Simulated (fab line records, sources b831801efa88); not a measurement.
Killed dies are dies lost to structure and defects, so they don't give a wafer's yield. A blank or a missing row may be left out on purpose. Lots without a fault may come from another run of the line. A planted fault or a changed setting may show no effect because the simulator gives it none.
Which tool did it? | flow gf180mcu | 11 lots, 33 wafers sampled, at 4 steps of a route of 602

WHAT THE GAUGES READ, wafer by wafer
GF_PSD_RS_MEAS_14: measures by four-point-probe.
lot  | measured     | on            | NSD_RS (ohm/sq)
L825 | day 14 09:20 | film_metro-04 | 46.12 46.07 46.15
L826 | day 14 13:14 | film_metro-02 | 46.18 46.08 46.16
L827 | day 15 06:05 | film_metro-04 | 46.21 46.14 46.22
L830 | day 16 01:53 | film_metro-02 | 45.82 46.04 46.07
L831 | day 16 16:05 | film_metro-01 | 45.97 45.99 46.07
L833 | day 17 07:41 | film_metro-04 | 46.14 46.13 46.01
L834 | day 17 13:50 | film_metro-02 | 46.11 46.03 46.18
L837 | day 18 19:09 | film_metro-02 | 46.10 46.20 46.12
L840 | day 19 14:26 | film_metro-01 | 46.11 46.15 46.10
L843 | day 20 13:38 | film_metro-04 | 42.75 42.74 42.73 42.73 42.67 42.51
L844 | day 21 03:44 | film_metro-04 | 42.61 42.62 42.73 42.63 42.59 42.61

WHICH TOOL RAN EACH LOT (tool, then ch and the chambers of the sampled wafers, then the start)
lot  | GF_HV_LDD_STRIP_22                   | GF_NSD_IMPLANT_10               | GF_NSD_STRIP_11
L825 | plasma_asher-03 ch 0, day 10 21:26   | implanter-04 ch 0, day 13 11:34 | plasma_asher-02 ch 0, day 13 11:43
L826 | plasma_asher-04 ch 0,1, day 11 02:17 | implanter-04 ch 0, day 13 15:20 | plasma_asher-02 ch 0,1, day 13 15:29
L827 | plasma_asher-03 ch 0,1, day 11 15:43 | implanter-01 ch 0, day 14 07:47 | plasma_asher-03 ch 0,1, day 14 07:56
L830 | plasma_asher-01 ch 0,1, day 12 10:37 | implanter-04 ch 0, day 15 04:11 | plasma_asher-01 ch 0,1, day 15 04:20
L831 | plasma_asher-04 ch 0,1, day 12 22:16 | implanter-02 ch 0, day 15 17:25 | plasma_asher-01 ch 0,1, day 15 17:34
L833 | plasma_asher-04 ch 0,1, day 13 12:08 | implanter-04 ch 0, day 16 08:55 | plasma_asher-01 ch 0,1, day 16 09:02
L834 | plasma_asher-01 ch 0,1, day 13 17:03 | implanter-04 ch 0, day 16 14:53 | plasma_asher-01 ch 0,1, day 16 15:02
L837 | plasma_asher-04 ch 0,1, day 14 19:25 | implanter-02 ch 0, day 17 18:38 | plasma_asher-03 ch 0,1, day 17 18:47
L840 | plasma_asher-01 ch 0,1, day 15 13:59 | implanter-04 ch 0, day 18 12:47 | plasma_asher-02 ch 0,1, day 18 12:56
L843 | plasma_asher-01 ch 0,1, day 16 10:04 | implanter-04 ch 0, day 19 13:14 | plasma_asher-03 ch 0, day 19 13:23
L844 | plasma_asher-01 ch 0,1, day 16 22:35 | implanter-04 ch 0, day 20 02:35 | plasma_asher-02 ch 0,1, day 20 02:44
- GF_HV_LDD_STRIP_22: strips in O2/N2.
- GF_NSD_IMPLANT_10
- GF_NSD_STRIP_11: strips in O2/N2.

THE ANSWER, worked out from the rows above alone
Rule: what is usual is taken from the lots themselves. Put in order of their means at a reading, lots are off if they are a third of the lots or fewer, leave a main group of 4 or more, and stand apart from it by a gap of 3 or more times the standard deviation of the main group's means; of several such gaps the widest counts. A main group whose means are all the same, to the digits that the tables above print for the reading, isn't used. A lot without any number at a reading at which 4 lots or more have one is off too. The other lots that the step has rows for count as sound.
Off: L843, L844, at GF_PSD_RS_MEAS_14 (NSD_RS). The main group: mean 46.10 ohm/sq, standard deviation 0.063.
A tool fits if, at a process step before that reading, it ran every lot that is off, and no sound lot after the first of them. The gauges at GF_PSD_RS_MEAS_14 are tried like those tools. Can't be told from this: 3 tools fit, plasma_asher-01 at GF_HV_LDD_STRIP_22, implanter-04 at GF_NSD_IMPLANT_10, film_metro-04 at GF_PSD_RS_MEAS_14.

WHAT THE SIMULATOR HAD PUT IN
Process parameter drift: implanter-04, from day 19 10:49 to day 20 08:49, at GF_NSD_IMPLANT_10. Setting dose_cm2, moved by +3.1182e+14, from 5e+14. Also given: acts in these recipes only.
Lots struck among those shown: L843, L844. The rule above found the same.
